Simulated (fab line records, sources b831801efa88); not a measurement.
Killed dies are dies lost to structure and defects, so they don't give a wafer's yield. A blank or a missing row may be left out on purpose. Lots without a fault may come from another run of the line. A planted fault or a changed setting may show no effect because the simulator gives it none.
Which tool did it? | flow gf180mcu | 13 lots, 39 wafers sampled, at 3 steps of a route of 602

WHAT THE GAUGES READ, wafer by wafer
GF_M3_RS_MEAS_05: measures by four-point-probe.
lot  | measured     | on            | M3_ALCU_RS (ohm/sq)
L211 | day 20 08:23 | film_metro-02 | 0.0698 0.0707 0.0701
L213 | day 21 04:36 | film_metro-04 | 0.0689 0.0686 0.0692
L215 | day 22 08:10 | film_metro-02 | 0.0702 0.0701 0.0699
L219 | day 23 21:39 | film_metro-02 | 0.0703 0.0698 0.0689
L218 | day 23 21:59 | film_metro-02 | 0.0692 0.0685 0.0691
L220 | day 24 18:17 | film_metro-01 | 0.0697 0.0694 0.0695
L221 | day 24 18:54 | film_metro-02 | 0.0717 0.0721 0.0711
L222 | day 25 01:44 | film_metro-02 | 0.0699 0.0699 0.0696
L225 | day 25 22:37 | film_metro-02 | 0.0705 0.0832 0.0701
L229 | day 26 17:30 | film_metro-04 | 0.0693 0.0697 0.0694
L230 | day 27 02:07 | film_metro-01 | 0.0702 0.0696 0.0707
L232 | day 27 14:49 | film_metro-01 | 0.0689 0.0693 0.0691
L234 | day 28 03:25 | film_metro-02 | 0.0691 0.0706 0.0698

GF_M3_THK_MEAS_06: measures by xrf.
lot  | measured     | on            | M3_ALCU_THK (nm)
L211 | day 20 08:29 | film_metro-02 | 462 455 460
L213 | day 21 04:42 | film_metro-04 | 466 468 461
L215 | day 22 08:17 | film_metro-02 | 462 462 461
L219 | day 23 21:46 | film_metro-02 | 457 461 467
L218 | day 23 22:07 | film_metro-02 | 462 469 468
L220 | day 24 18:23 | film_metro-01 | 461 462 462
L221 | day 24 18:59 | film_metro-02 | 443 443 450
L222 | day 25 01:49 | film_metro-02 | 462 460 462
L225 | day 25 22:44 | film_metro-02 | 456 403 459
L229 | day 26 17:35 | film_metro-04 | 461 458 461
L230 | day 27 02:14 | film_metro-01 | 456 463 458
L232 | day 27 14:55 | film_metro-01 | 464 465 463
L234 | day 28 03:31 | film_metro-02 | 463 454 458

WHICH TOOL RAN EACH LOT (tool, then ch and the chambers of the sampled wafers, then the start)
lot  | GF_M3_SPUTTER_02
L211 | pvd_sputter-04, day 20 08:16
L213 | pvd_sputter-01, day 21 04:28
L215 | pvd_sputter-04, day 22 08:04
L219 | pvd_sputter-02, day 23 21:34
L218 | pvd_sputter-01, day 23 21:54
L220 | pvd_sputter-04, day 24 18:10
L221 | pvd_sputter-02, day 24 18:45
L222 | pvd_sputter-04, day 25 01:35
L225 | pvd_sputter-04, day 25 22:32
L229 | pvd_sputter-01, day 26 17:21
L230 | pvd_sputter-01, day 27 02:01
L232 | pvd_sputter-02, day 27 14:41
L234 | pvd_sputter-02, day 28 03:17
- GF_M3_SPUTTER_02: material AlCu, target thk 450 nm, time 23.9 s.

WHAT THE TOOLS THEMSELVES READ (means of the sampled wafers that have a number; where no wafer has one, the mark that the record gives instead)
GF_M3_SPUTTER_02.
lot  | tool           | throttle_valve_pct (%)
L211 | pvd_sputter-04 | 29.3
L213 | pvd_sputter-01 | 30.1
L215 | pvd_sputter-04 | 29.4
L219 | pvd_sputter-02 | 29.6
L218 | pvd_sputter-01 | 30.0
L220 | pvd_sputter-04 | 29.4
L221 | pvd_sputter-02 | 29.7
L222 | pvd_sputter-04 | 29.4
L225 | pvd_sputter-04 | 29.4
L229 | pvd_sputter-01 | 29.9
L230 | pvd_sputter-01 | 29.4
L232 | pvd_sputter-02 | 29.7
L234 | pvd_sputter-02 | 29.7

THE ANSWER, worked out from the rows above alone
Rule: what is usual is taken from the lots themselves. Put in order of their means at a reading, lots are off if they are a third of the lots or fewer, leave a main group of 4 or more, and stand apart from it by a gap of 3 or more times the standard deviation of the main group's means; of several such gaps the widest counts. A main group whose means are all the same, to the digits that the tables above print for the reading, isn't used. A lot without any number at a reading at which 4 lots or more have one is off too. The other lots that the step has rows for count as sound. The gauges are gone through in route order, then the tools' own readings, and for those a lot's mean is taken as printed above. The first step at which some lot is off is used, and at that step the reading that is off furthest; a lot without a number counts as furthest.
Off: L225, at GF_M3_RS_MEAS_05 (M3_ALCU_RS). The main group: mean 0.0698 ohm/sq, standard deviation 0.00071.
A tool fits if, at a process step before that reading, it ran every lot that is off, and no sound lot after the first of them. The gauges at GF_M3_RS_MEAS_05 are tried like those tools. One fits: pvd_sputter-04 at GF_M3_SPUTTER_02. Its last sound lot is L222 (day 25 01:35), its first lot that is off L225 (day 25 22:32): a fault that began between those two fits.

WHAT THE SIMULATOR HAD PUT IN
Site profile drift: pvd_sputter-04, from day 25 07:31 on, at GF_M3_SPUTTER_02. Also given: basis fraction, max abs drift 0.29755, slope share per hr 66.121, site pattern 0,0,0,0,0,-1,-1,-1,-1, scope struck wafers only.
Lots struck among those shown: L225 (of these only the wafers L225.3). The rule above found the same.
